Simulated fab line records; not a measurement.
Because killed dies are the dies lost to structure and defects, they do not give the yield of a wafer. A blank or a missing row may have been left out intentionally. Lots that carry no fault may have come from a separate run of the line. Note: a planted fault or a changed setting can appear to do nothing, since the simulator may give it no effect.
A single fault, viewed from 2 desks -- flow sky130 -- numbers are kept per desk, each desk with only its own; the story behind them comes last

## AT THE TOOL OWNER'S DESK: pvd sputter-03
The tool's own readings at SKY_METAL5_SPUTTER_02 (material AlCu, target thk 1150 nm, time 61.2 s): means of the sampled wafers that have a number, for each lot that ran on this tool. Marked OUT: a lot whose mean sits more than 4 standard deviations from the usual mean, which makes it out of limits; the brackets give that distance.
Columns: A = throttle valve pct at SKY_METAL5_SPUTTER_02, usual 30.5 %
lot,first seen here,A
L627,day 44 08:39,30.1
L635,day 46 14:43,30.2
L637,day 46 23:51,30.2
L640,day 47 13:00,30.1
This desk's verdict: no lot among the 4 shows anything out of limits.

## AT THE METROLOGY DESK
What the gauges read for every lot (on any tool): the sampled wafers with a number, averaged. Marked OUT: a lot whose mean sits more than 4 standard deviations from the usual mean, which makes it out of limits; the brackets give that distance.
Columns: A = METAL5_ALCU_RS at SKY_METAL5_RS_MEAS_05, usual 0.0271 ohm/sq; B = METAL5_ALCU_THK at SKY_METAL5_THK_MEAS_06, usual 1145 nm
lot,first seen here,A,B
L627,day 44 08:46,0.0274,1129
L626,day 44 13:25,0.0272,1146
L631,day 45 12:23,0.0275,1121
L632,day 45 18:17,0.0264,1171
L633,day 46 00:29,0.0271,1145
L635,day 46 14:49,0.0267,1159
L637,day 46 23:58,0.0278,1114
L640,day 47 13:07,0.0275,1134
L644,day 48 16:54,0.0267,1168
L645,day 48 22:32,0.0268,1158
This desk's verdict: no lot among the 10 shows anything out of limits.

## PUT TOGETHER
The desk of the tool owner found nothing out of limits.
At the metrology desk, nothing out of limits was observed.

## WHAT THE SIMULATOR HAD PUT IN
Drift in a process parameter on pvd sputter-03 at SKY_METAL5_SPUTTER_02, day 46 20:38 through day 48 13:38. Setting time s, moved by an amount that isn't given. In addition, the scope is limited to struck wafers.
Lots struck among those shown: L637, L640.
